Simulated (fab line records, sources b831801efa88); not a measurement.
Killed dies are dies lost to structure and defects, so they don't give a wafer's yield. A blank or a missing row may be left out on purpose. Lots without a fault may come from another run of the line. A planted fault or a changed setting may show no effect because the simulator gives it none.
Chamber matching | flow sky130 | SKY_CAPM_CVD_00 on pecvd-02: 3 sister chambers
The step deposits SiO2, target thk 15.5 nm. 6 wafers are shown with their chamber, then 8 later ones without.

WAFERS WITH THEIR CHAMBER
wafer  | chamber | heater_power_w (W)
L084.5 | 2       | 754
L084.6 | 0       | 818
L087.2 | 0       | 962
L087.5 | 2       | 683
L087.6 | 1       | 518
L090.3 | 1       | 558

WAFERS WITHOUT THEIR CHAMBER
wafer  | heater_power_w (W)
L090.4 | 854
L090.6 | 566
L095.2 | 1013
L095.3 | 773
L095.5 | 994
L096.2 | 755
L096.3 | 477
L096.5 | 463

WHICH CHAMBER EACH WENT THROUGH
wafer  | from the rows above     | in truth
L090.4 | can't be placed: 0 or 2 | 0
L090.6 | can't be placed: 1 or 2 | 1
L095.2 | 0                       | 0
L095.3 | can't be placed: 2 or 0 | 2
L095.5 | 0                       | 0
L096.2 | can't be placed: 2 or 0 | 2
L096.3 | 1                       | 1
L096.5 | 1                       | 1
Placed correctly: 4 of 8. Can't be placed from these rows: 4 (the true chamber is among the candidates in 4). Placed wrongly: 0.
How it was worked out, from the rows above alone: a wafer's distance from a chamber is the root of the sum, over the readings, of the square of ((its reading less the chamber's mean) divided by the reading's scatter). The wafer belongs to the nearest chamber; if the next one is less than 2 further off, it can't be placed. A chamber's mean is the mean of its shown wafers. The scatter: the root of (the sum of the squares of (reading less its chamber's mean) over the shown wafers, divided by (wafers less chambers)).
